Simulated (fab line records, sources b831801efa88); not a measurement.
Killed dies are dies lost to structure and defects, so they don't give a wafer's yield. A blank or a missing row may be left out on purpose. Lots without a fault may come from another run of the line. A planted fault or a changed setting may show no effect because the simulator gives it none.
Which tool did it? | flow sky130 | 10 lots, 30 wafers sampled, at 7 steps of a route of 708

WHAT THE GAUGES READ, wafer by wafer
SKY_VIA3_CD_MEAS_12: target cd 200 nm.
lot  | measured     | on        | cd_nm (nm)
L703 | day 39 09:01 | cd_sem-02 | 196.9 197.8 197.7
L704 | day 39 15:38 | cd_sem-02 | 199.1 197.8 198.9
L705 | day 39 20:40 | cd_sem-01 | 200.4 200.7 202.1
L707 | day 40 12:08 | cd_sem-01 | 199.7 199.1 199.5
L708 | day 41 02:01 | cd_sem-01 | 200.5 199.1 201.1
L709 | day 41 03:45 | cd_sem-02 | 198.7 199.5 199.5
L712 | day 42 07:31 | cd_sem-02 | 201.6 201.6 202.6
L723 | day 46 06:18 | cd_sem-02 | 199.6 199.7 199.3
L724 | day 46 07:38 | cd_sem-02 | 200.0 200.9 200.2
L722 | day 46 10:07 | cd_sem-01 | 199.9 199.7 199.6

SKY_CAP2M_RS_MEAS_03: measures by four-point-probe.
lot  | measured     | on            | CAP2M_TIN_RS (ohm/sq)
L703 | day 39 10:55 | film_metro-02 | 7.03 7.03 6.91
L704 | day 39 17:32 | film_metro-01 | 6.90 7.00 6.93
L705 | day 39 22:35 | film_metro-04 | 6.93 7.08 7.13
L707 | day 40 14:00 | film_metro-04 | 6.91 6.94 6.91
L708 | day 41 03:53 | film_metro-02 | 6.99 6.99 6.91
L709 | day 41 05:37 | film_metro-01 | 6.89 7.02 7.02
L712 | day 42 09:23 | film_metro-01 | 7.03 6.91 6.92
L723 | day 46 08:19 | film_metro-04 | 6.88 6.92 9.78
L724 | day 46 09:30 | film_metro-04 | 7.08 6.88 6.95
L722 | day 46 11:58 | film_metro-01 | 9.83 9.75 9.73

SKY_CAP2M_THK_MEAS_04: measures by xrf.
lot  | measured     | on            | CAP2M_TIN_THK (nm)
L703 | day 39 11:01 | film_metro-02 | 197.6 196.2 199.8
L704 | day 39 17:38 | film_metro-01 | 199.5 196.6 198.9
L705 | day 39 22:42 | film_metro-04 | 195.2 191.3 190.1
L707 | day 40 14:07 | film_metro-04 | 197.9 198.1 197.8
L708 | day 41 04:00 | film_metro-02 | 198.8 198.9 201.0
L709 | day 41 05:44 | film_metro-01 | 198.9 196.1 195.4
L712 | day 42 09:31 | film_metro-01 | 197.0 199.1 199.7
L723 | day 46 08:25 | film_metro-04 | 199.3 197.9 141.9
L724 | day 46 09:37 | film_metro-04 | 193.4 199.3 195.9
L722 | day 46 12:05 | film_metro-01 | 142.4 143.2 143.0

SKY_METAL4_OVL_MEAS_14.
lot  | measured     | on         | METAL4_OVL (nm)
L703 | day 41 12:22 | overlay-01 | -4 0 0
L704 | day 41 19:08 | overlay-01 | 3 3 2
L705 | day 41 23:22 | overlay-01 | -2 -6 -11
L707 | day 42 13:18 | overlay-02 | -5 -7 -11
L708 | day 43 03:08 | overlay-02 | 6 3 8
L709 | day 43 05:10 | overlay-02 | 2 -1 3
L712 | day 44 07:04 | overlay-02 | -4 -1 -1
L723 | day 47 22:52 | overlay-02 | 2 11 2
L724 | day 48 01:44 | overlay-01 | -13 -4 -10
L722 | day 48 02:53 | overlay-02 | 4 11 9

WHICH TOOL RAN EACH LOT (tool, then ch and the chambers of the sampled wafers, then the start)
lot  | SKY_METAL3_ETCH_16                | SKY_CAP2M_SPUTTER_02         | SKY_CAP2M_METAL_ETCH_13
L703 | rie_metal-03 ch 0,1, day 38 06:43 | pvd_sputter-03, day 39 10:46 | rie_metal-04 ch 0,1, day 40 11:26
L704 | rie_metal-03 ch 0,1, day 38 13:09 | pvd_sputter-02, day 39 17:23 | rie_metal-04 ch 0,1, day 40 18:36
L705 | rie_metal-02 ch 0, day 38 17:53   | pvd_sputter-02, day 39 22:28 | rie_metal-01 ch 0,1, day 40 22:52
L707 | rie_metal-02 ch 0,1, day 39 09:58 | pvd_sputter-03, day 40 13:53 | rie_metal-03 ch 0,1, day 41 13:23
L708 | rie_metal-04 ch 0,1, day 39 23:49 | pvd_sputter-02, day 41 03:46 | rie_metal-01 ch 0,1, day 42 03:04
L709 | rie_metal-03 ch 0,1, day 40 01:34 | pvd_sputter-03, day 41 05:30 | rie_metal-03 ch 0,1, day 42 05:29
L712 | rie_metal-02 ch 0,1, day 41 06:19 | pvd_sputter-02, day 42 09:17 | rie_metal-01 ch 0,1, day 43 08:19
L723 | rie_metal-03 ch 0,1, day 45 07:53 | pvd_sputter-02, day 46 08:10 | rie_metal-03 ch 1, day 47 03:17
L724 | rie_metal-02 ch 0,1, day 45 10:11 | pvd_sputter-03, day 46 09:23 | rie_metal-01 ch 0,1, day 47 05:58
L722 | rie_metal-03 ch 0,1, day 45 12:13 | pvd_sputter-02, day 46 11:50 | rie_metal-04 ch 0,1, day 47 06:46
- SKY_METAL3_ETCH_16: etches BARC in N2/H2, stops on SiO2, time 88.2 s, target depth 60 nm.
- SKY_CAP2M_SPUTTER_02: material TiN, target thk 200 nm, time 166.7 s.
- SKY_CAP2M_METAL_ETCH_13: etches TiN in Cl2/BCl3, stops on SiO2, target depth 220 nm, time 62.9 s.

WHAT THE TOOLS THEMSELVES READ (means of the sampled wafers that have a number; where no wafer has one, the mark that the record gives instead)
SKY_METAL3_ETCH_16.
lot  | tool         | drypump_motor_current_A (A) | oes_product_au (a.u.) | throttle_valve_pct (%)
L703 | rie_metal-03 | 6.0                         | 0.628                 | 13.198
L704 | rie_metal-03 | 6.0                         | 0.624                 | 13.214
L705 | rie_metal-02 | 6.6                         | 0.625                 | 13.201
L707 | rie_metal-02 | 6.6                         | 0.627                 | 13.201
L708 | rie_metal-04 | 6.2                         | 0.628                 | 13.201
L709 | rie_metal-03 | 6.0                         | 0.624                 | 13.200
L712 | rie_metal-02 | 6.6                         | 0.631                 | 13.193
L723 | rie_metal-03 | 6.0                         | 0.629                 | 13.204
L724 | rie_metal-02 | 6.6                         | 0.623                 | 13.212
L722 | rie_metal-03 | 6.0                         | 0.627                 | 13.201

SKY_CAP2M_SPUTTER_02.
lot  | tool           | throttle_valve_pct (%)
L703 | pvd_sputter-03 | 29.9
L704 | pvd_sputter-02 | 30.4
L705 | pvd_sputter-02 | 30.5
L707 | pvd_sputter-03 | 30.1
L708 | pvd_sputter-02 | 31.2
L709 | pvd_sputter-03 | 29.9
L712 | pvd_sputter-02 | 30.3
L723 | pvd_sputter-02 | 29.8
L724 | pvd_sputter-03 | 30.0
L722 | pvd_sputter-02 | 30.8

SKY_CAP2M_METAL_ETCH_13.
lot  | tool         | drypump_motor_current_A (A) | oes_product_au (a.u.) | throttle_valve_pct (%)
L703 | rie_metal-04 | 6.0                         | 0.934                 | 21.902
L704 | rie_metal-04 | 5.9                         | 0.940                 | 21.899
L705 | rie_metal-01 | 5.5                         | 0.931                 | 21.909
L707 | rie_metal-03 | 6.1                         | 0.938                 | 21.904
L708 | rie_metal-01 | 5.2                         | 0.934                 | 21.909
L709 | rie_metal-03 | 6.1                         | 0.933                 | 21.906
L712 | rie_metal-01 | 5.3                         | 0.932                 | 21.909
L723 | rie_metal-03 | 5.8                         | 0.892                 | 21.934
L724 | rie_metal-01 | 5.5                         | 0.937                 | 21.894
L722 | rie_metal-04 | 6.0                         | 0.780                 | 22.005

THE ANSWER, worked out from the rows above alone
Rule: what is usual is taken from the lots themselves. Put in order of their means at a reading, lots are off if they are a third of the lots or fewer, leave a main group of 4 or more, and stand apart from it by a gap of 3 or more times the standard deviation of the main group's means; of several such gaps the widest counts. A main group whose means are all the same, to the digits that the tables above print for the reading, isn't used. A lot without any number at a reading at which 4 lots or more have one is off too. The other lots that the step has rows for count as sound. The gauges are gone through in route order, then the tools' own readings, and for those a lot's mean is taken as printed above. The first step at which some lot is off is used, and at that step the reading that is off furthest; a lot without a number counts as furthest.
Off: L723, L722, at SKY_CAP2M_RS_MEAS_03 (CAP2M_TIN_RS). The main group: mean 6.97 ohm/sq, standard deviation 0.035.
A tool fits if, at a process step before that reading, it ran every lot that is off, and no sound lot after the first of them. The gauges at SKY_CAP2M_RS_MEAS_03 aren't tried: what is off there is off at SKY_CAP2M_METAL_ETCH_13 too, on other tools, and a gauge's error can't cause that. Can't be told from this: 2 tools fit, rie_metal-03 at SKY_METAL3_ETCH_16, pvd_sputter-02 at SKY_CAP2M_SPUTTER_02.

WHAT THE SIMULATOR HAD PUT IN
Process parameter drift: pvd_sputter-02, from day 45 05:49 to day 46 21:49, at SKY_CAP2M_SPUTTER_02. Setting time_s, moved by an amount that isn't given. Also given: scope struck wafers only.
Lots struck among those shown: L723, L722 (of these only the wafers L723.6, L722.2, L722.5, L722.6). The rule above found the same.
